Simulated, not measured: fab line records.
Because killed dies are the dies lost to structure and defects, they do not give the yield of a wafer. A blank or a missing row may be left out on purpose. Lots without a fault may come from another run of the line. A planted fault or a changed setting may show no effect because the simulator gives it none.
fab line records	flow gf180mcu
record: lots: 13	wafers: 39	last-day: 34
route steps=602 shown STI@5 DNWELL@41 HV_LDD@197
lots that met no fault: taken from a fault-free run of the same line
start-h: start of the lot's first displayed wafer, in hours after the record's first day	wait-h: time in hours since the lot's previous step	" same as the row above	L1.1+2: several wafers, shown together as one row	- no value, or no start given	* or withheld: withheld	< > ~ a bound
route shown NAME@n: NAME is a module with steps in the file, n the number in the route of the first one	usual: mean/standard deviation of fault-free wafers	same: alike in all rows	chamber/n: place in a boat	sites: each site's reading	_std_site: standard deviation of those values	_edge_site: inner sites' mean taken away from outer sites' mean	radius-mm: how far each site lies from the wafer's centre	mask NAME#n: copy n	behind: tool/chamber where the wafer was last shaped	hold: why the lot was held/for how many hours/how that ended	device: names the non-switching transistor (n, p or np)	end of line: tests of these same wafers at the route's end	for a step that has no rows: nothing shown but its recipe	killed: not the wafer's yield, but the dies lost to structure and defects at the first sort	map: the dies of a wafer, with x for killed, . for not killed, _ for no die there
set.NAME: the setting that was run; set.NAME@STEP: the one run at that earlier step	model.NAME: the simulator's own value behind a step, which no gauge read
steps of the route over a sample of lots; a table a step, a row a wafer
services: a tool's chamber out of use, with start hour (start-h, from the record's first day; less than 0 if before it), hours out, and reason
== steps ==
step: GF_STI_THK_MEAS_04
recipe: reads: Si3N4_of_STI_CVD_03
usual: STI_CVD_03_THK: 207.2/1.8
lot.wafer	tool	chamber	start-h	wait-h	STI_CVD_03_THK[nm]
L541.3	film-metro-01	-	13.58	0.0	204.9
L541.4	"	-	"	"	203.5
L541.5	"	-	"	"	202.8
L545.1	film-metro-03	-	33.56	0.0	207.8
L545.2	"	-	"	"	208.3
L545.5	"	-	"	"	207.7
L546.1	film-metro-01	-	38.56	0.0	207.2
L546.5	"	-	"	"	207.1
L546.6	"	-	"	"	208.1
L547.2	film-metro-02	-	43.57	0.0	205.2
L547.3	"	-	"	"	206.6
L547.4	"	-	"	"	206.2
L548.1	film-metro-02	-	50.28	0.0	208.8
L548.4	"	-	"	"	207.8
L548.6	"	-	"	"	208.8
L550.1	film-metro-01	-	66.66	0.0	207.0
L550.2	"	-	"	"	208.4
L550.3	"	-	"	"	207.4
L552.2	film-metro-01	-	71.88	0.0	207.9
L552.4	"	-	"	"	207.5
L552.5	"	-	"	"	207.3
L554.2	film-metro-03	-	79.85	0.0	208.8
L554.3	"	-	"	"	209.4
L554.5	"	-	"	"	209.0
L555.1	film-metro-02	-	86.21	0.0	210.8
L555.4	"	-	"	"	210.9
L555.6	"	-	"	"	210.4
L556.1	film-metro-03	-	88.71	0.0	206.3
L556.3	"	-	"	"	205.8
L556.4	"	-	"	"	206.2
L561.1	film-metro-01	-	114.11	0.0	205.6
L561.3	"	-	"	"	205.4
L561.6	"	-	"	"	207.3
L562.3	film-metro-01	-	118.64	0.0	208.1
L562.4	"	-	"	"	207.9
L562.6	"	-	"	"	206.9
L564.1	film-metro-01	-	130.01	0.0	207.5
L564.2	"	-	"	"	208.1
L564.6	"	-	"	"	207.3
step: GF_DNWELL_TW_MEAS_09
usual: DNWELL_TW: 1357/11
lot.wafer	tool	chamber	start-h	wait-h	DNWELL_TW
L541.3	film-metro-04	-	41.84	0.1	1368
L541.4	"	-	"	"	1365
L541.5	"	-	"	"	1368
L546.1	film-metro-03	-	72.24	0.1	1354
L546.5	"	-	"	"	1354
L546.6	"	-	"	"	1358
L545.1	film-metro-04	-	72.76	0.1	1354
L545.2	"	-	"	"	1355
L545.5	"	-	"	"	1354
L548.1	film-metro-03	-	84.27	0.1	1351
L548.4	"	-	"	"	1349
L548.6	"	-	"	"	1355
L547.2	film-metro-04	-	84.63	0.1	1353
L547.3	"	-	"	"	1348
L547.4	"	-	"	"	1348
L550.1	film-metro-04	-	98.09	0.1	1355
L550.2	"	-	"	"	1364
L550.3	"	-	"	"	1361
L552.2	film-metro-01	-	103.95	0.1	1355
L552.4	"	-	"	"	1359
L552.5	"	-	"	"	1356
L554.2	film-metro-04	-	113.32	0.1	1373
L554.3	"	-	"	"	1381
L554.5	"	-	"	"	1373
L555.1	film-metro-01	-	119.22	0.1	1370
L555.4	"	-	"	"	1367
L555.6	"	-	"	"	1372
L556.1	film-metro-03	-	123.39	0.1	1341
L556.3	"	-	"	"	1344
L556.4	"	-	"	"	1334
L561.1	film-metro-03	-	149.01	0.1	1359
L561.3	"	-	"	"	1349
L561.6	"	-	"	"	1350
L562.3	film-metro-03	-	153.06	0.1	1349
L562.4	"	-	"	"	1335
L562.6	"	-	"	"	1351
L564.1	film-metro-03	-	167.16	0.1	1350
L564.2	"	-	"	"	1353
L564.6	"	-	"	"	1354
step: GF_HV_LDD_IMPLANT_21
recipe: species: BF2	energy-kev: 25	dose-cm2: 5e+13	tilt-deg: 7
usual: beam-energy-keV: 25.004/0.0068	dose-ions-cm2: 4.999e+13/5.4e+10	faraday-current-uA: 283/5.3
lot.wafer	tool	chamber	start-h	wait-h	beam-energy-keV	dose-ions-cm2	faraday-current-uA
L541.3	implanter-03	0	231.20	0.1	25.003	4.995e+13	284
L541.4	"	0	"	"	25.004	5.003e+13	280
L541.5	"	0	"	"	25.001	5.003e+13	287
L546.1	implanter-02	0	279.03	0.0	25.002	4.996e+13	283
L546.5	"	0	"	"	25.007	4.995e+13	291
L546.6	"	0	"	"	25.010	4.996e+13	281
L545.1	implanter-02	0	281.16	0.0	25.008	5.013e+13	286
L545.2	"	0	"	"	25.008	5.006e+13	290
L545.5	"	0	"	"	25.002	4.994e+13	277
L548.1	implanter-02	0	293.57	0.0	25.002	4.996e+13	276
L548.4	"	0	"	"	25.008	5e+13	279
L548.6	"	0	"	"	25.012	4.995e+13	280
L547.2	implanter-02	0	304.22	0.0	25.015	4.989e+13	285
L547.3	"	0	"	"	24.992	4.99e+13	282
L547.4	"	0	"	"	25.003	4.994e+13	285
L550.1	implanter-02	0	319.97	0.0	25.012	5.006e+13	293
L550.2	"	0	"	"	25.020	4.995e+13	278
L550.3	"	0	"	"	25.016	4.996e+13	284
L552.2	implanter-03	0	326.98	0.0	25.006	4.994e+13	289
L552.4	"	0	"	"	25.001	4.999e+13	283
L552.5	"	0	"	"	24.996	4.991e+13	285
L554.2	implanter-03	0	340.72	0.0	24.995	5.001e+13	280
L554.3	"	0	"	"	25.008	4.991e+13	290
L554.5	"	0	"	"	25.006	4.999e+13	279
L555.1	implanter-03	0	347.89	0.0	24.997	5.005e+13	272
L555.4	"	0	"	"	24.998	5.003e+13	291
L555.6	"	0	"	"	25.002	5e+13	282
L556.1	implanter-02	0	355.25	0.0	25.013	5.002e+13	295
L556.3	"	0	"	"	25.012	4.996e+13	291
L556.4	"	0	"	"	25.008	5e+13	282
L561.1	implanter-02	0	386.86	0.0	25.008	5.007e+13	280
L561.3	"	0	"	"	25.004	5e+13	280
L561.6	"	0	"	"	25.007	5.002e+13	285
L562.3	implanter-03	0	393.00	0.1	28.726	4.997e+13	283
L562.4	"	0	"	"	28.722	4.997e+13	279
L562.6	"	0	"	"	28.739	5.001e+13	280
L564.1	implanter-03	0	422.51	0.0	28.722	5.002e+13	277
L564.2	"	0	"	"	28.712	4.996e+13	272
L564.6	"	0	"	"	28.726	5.009e+13	287
step: GF_HV_LDD_STRIP_22
recipe: chemistry: O2/N2	power-w: 1400	pressure-mtorr: 1500	platen-temp-c: 250	o2-flow-sccm: 3000	n2-flow-sccm: 300	overash-fraction: 0.5
usual: drypump-motor-current-A: 5.7/0.34	heater-power-w: 321/52	n2-flow-sccm: 300.1/0.87	oes-product-au: 0.716/0.0048	strip-time-to-endpoint-s: 12.65/0.046
lot.wafer	tool	chamber	start-h	wait-h	drypump-motor-current-A	heater-power-w	n2-flow-sccm	oes-product-au	rf-hours-counter-h	strip-time-to-endpoint-s
L541.3	plasma-asher-03	0	231.33	0.1	5.7	429	299.8	0.721	-	12.69
L541.4	"	1	"	"	5.5	324	299.9	0.710	-	12.68
L541.5	"	1	"	"	5.5	327	301.0	0.718	-	12.71
L546.1	plasma-asher-03	1	279.18	0.1	5.5	338	299.3	0.713	66	12.70
L546.5	"	1	"	"	5.5	330	299.2	0.726	-	12.74
L546.6	"	0	"	"	5.7	446	301.3	0.714	-	12.67
L545.1	plasma-asher-01	0	281.31	0.1	4.8	323	300.1	0.722	15	12.64
L545.2	"	1	"	"	5.7	265	300.8	0.703	15	12.66
L545.5	"	1	"	"	5.7	266	300.0	0.707	-	12.63
L548.1	plasma-asher-03	1	293.72	0.1	5.4	330	300.9	0.714	68	12.69
L548.4	"	0	"	"	5.7	435	299.7	0.714	-	12.70
L548.6	"	1	"	"	5.5	336	299.7	0.715	-	12.70
L547.2	plasma-asher-02	0	304.35	0.1	5.9	296	301.1	0.714	64	12.65
L547.3	"	1	"	"	6.0	287	299.8	0.713	-	12.67
L547.4	"	0	"	"	5.9	302	300.3	0.710	-	12.65
L550.1	plasma-asher-03	0	320.12	0.1	5.7	428	299.9	0.714	70	12.58
L550.2	"	1	"	"	5.5	335	299.6	0.714	70	12.61
L550.3	"	0	"	"	5.7	442	298.9	0.717	-	12.63
L552.2	plasma-asher-03	0	327.11	0.1	5.7	441	299.3	0.717	71	12.60
L552.4	"	1	"	"	5.4	335	298.1	0.712	-	12.65
L552.5	"	0	"	"	5.7	432	300.2	0.708	-	12.63
L554.2	plasma-asher-02	0	340.85	0.1	5.8	292	300.5	0.714	68	12.69
L554.3	"	1	"	"	6.0	291	301.5	0.717	-	12.64
L554.5	"	0	"	"	5.9	292	300.8	0.713	-	12.66
L555.1	plasma-asher-03	0	348.04	0.1	5.7	437	301.2	0.715	73	12.66
L555.4	"	0	"	"	5.7	431	299.6	0.718	-	12.62
L555.6	"	1	"	"	5.5	328	301.7	0.714	-	12.63
L556.1	plasma-asher-02	0	355.40	0.1	5.9	296	300.2	0.727	69	12.70
L556.3	"	1	"	"	6.0	292	299.5	0.728	-	12.66
L556.4	"	0	"	"	5.9	294	300.5	0.719	-	12.65
L561.1	plasma-asher-03	0	387.01	0.1	5.7	437	300.4	0.718	77	12.65
L561.3	"	0	"	"	5.7	432	301.3	0.715	-	12.64
L561.6	"	1	"	"	5.5	342	300.5	0.718	-	12.63
L562.3	plasma-asher-01	0	393.13	0.1	4.8	322	299.7	0.723	-	12.57
L562.4	"	1	"	"	5.7	271	299.4	0.715	-	12.56
L562.6	"	0	"	"	4.8	326	299.5	0.719	-	12.59
L564.1	plasma-asher-02	0	422.66	0.1	5.9	292	300.0	0.706	76	12.63
L564.2	"	1	"	"	6.0	289	300.5	0.709	76	12.67
L564.6	"	1	"	"	6.0	298	299.7	0.716	-	12.64
step: GF_HV_LDD_TW_MEAS_23
usual: HV_LDD_2_TW: 1060/7
lot.wafer	tool	chamber	start-h	wait-h	HV_LDD_2_TW
L541.3	film-metro-02	-	231.42	0.1	1060
L541.4	"	-	"	"	1059
L541.5	"	-	"	"	1058
L546.1	film-metro-03	-	279.28	0.1	1055
L546.5	"	-	"	"	1051
L546.6	"	-	"	"	1052
L545.1	film-metro-03	-	281.41	0.1	1047
L545.2	"	-	"	"	1047
L545.5	"	-	"	"	1055
L548.1	film-metro-02	-	293.82	0.1	1065
L548.4	"	-	"	"	1065
L548.6	"	-	"	"	1066
L547.2	film-metro-02	-	304.46	0.1	1069
L547.3	"	-	"	"	1067
L547.4	"	-	"	"	1064
L550.1	film-metro-04	-	320.22	0.1	1058
L550.2	"	-	"	"	1065
L550.3	"	-	"	"	1061
L552.2	film-metro-04	-	327.22	0.1	1062
L552.4	"	-	"	"	1068
L552.5	"	-	"	"	1069
L554.2	film-metro-03	-	340.96	0.1	1055
L554.3	"	-	"	"	1052
L554.5	"	-	"	"	1053
L555.1	film-metro-04	-	348.14	0.1	1058
L555.4	"	-	"	"	1062
L555.6	"	-	"	"	1062
L556.1	film-metro-04	-	355.50	0.1	1061
L556.3	"	-	"	"	1063
L556.4	"	-	"	"	1058
L561.1	film-metro-04	-	387.11	0.1	1070
L561.3	"	-	"	"	1070
L561.6	"	-	"	"	1071
L562.3	film-metro-02	-	393.22	0.1	1093
L562.4	"	-	"	"	1102
L562.6	"	-	"	"	1091
L564.1	film-metro-04	-	422.76	0.1	1112
L564.2	"	-	"	"	1107
L564.6	"	-	"	"	1116
== services ==
tool	chamber	start-h	hours	kind
plasma-asher-02	-	238.69	0.7	repair
implanter-02	-	242.65	5.6	pm
plasma-asher-01	-	250.73	8.6	pm
plasma-asher-03	-	254.06	1.0	repair
plasma-asher-01	-	286.68	14.6	pm
plasma-asher-03	-	296.03	6.9	repair
implanter-02	-	401.72	153.2	pm
plasma-asher-03	-	403.66	4.9	repair
plasma-asher-02	-	416.48	2.8	pm
plasma-asher-03	-	421.25	9.0	pm
plasma-asher-03	0	421.25	9.0	vent-cycle
plasma-asher-03	1	421.25	9.0	vent-cycle
== key ==
first-sign: step: GF_HV_LDD_IMPLANT_21	reading: beam-energy-keV	direction: up	sigmas: 99+	usual: 25.004	struck: 28.725
effect: step: GF_HV_LDD_TW_MEAS_23	reading: HV_LDD_2_TW	direction: up	sigmas: 6.2	usual: 1060	struck: 1103
met-at GF_HV_LDD_IMPLANT_21
struck-lots L562,L564
tester-left-out L562,L564
not-acting-at GF_STI_THK_MEAS_04,GF_DNWELL_TW_MEAS_09,GF_HV_LDD_STRIP_22
onset-between 347.89 393.00
fault: kind: process-parameter-drift	tool: implanter-03	chamber: -	onset-h: 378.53	steps: GF_HV_LDD_IMPLANT_21	channel: energy-kev	offset: 3.7253	shape: step	end-h: 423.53	acts-in: these-recipes-only	stated: 25
tester-left-out: of these lots the tester's yield and bins aren't shown, on N5 and GAA mostly nor the transistor test; their killed dies are dies lost to structure and defects alone, not to doping, threshold or leakage, so they don't give the yield
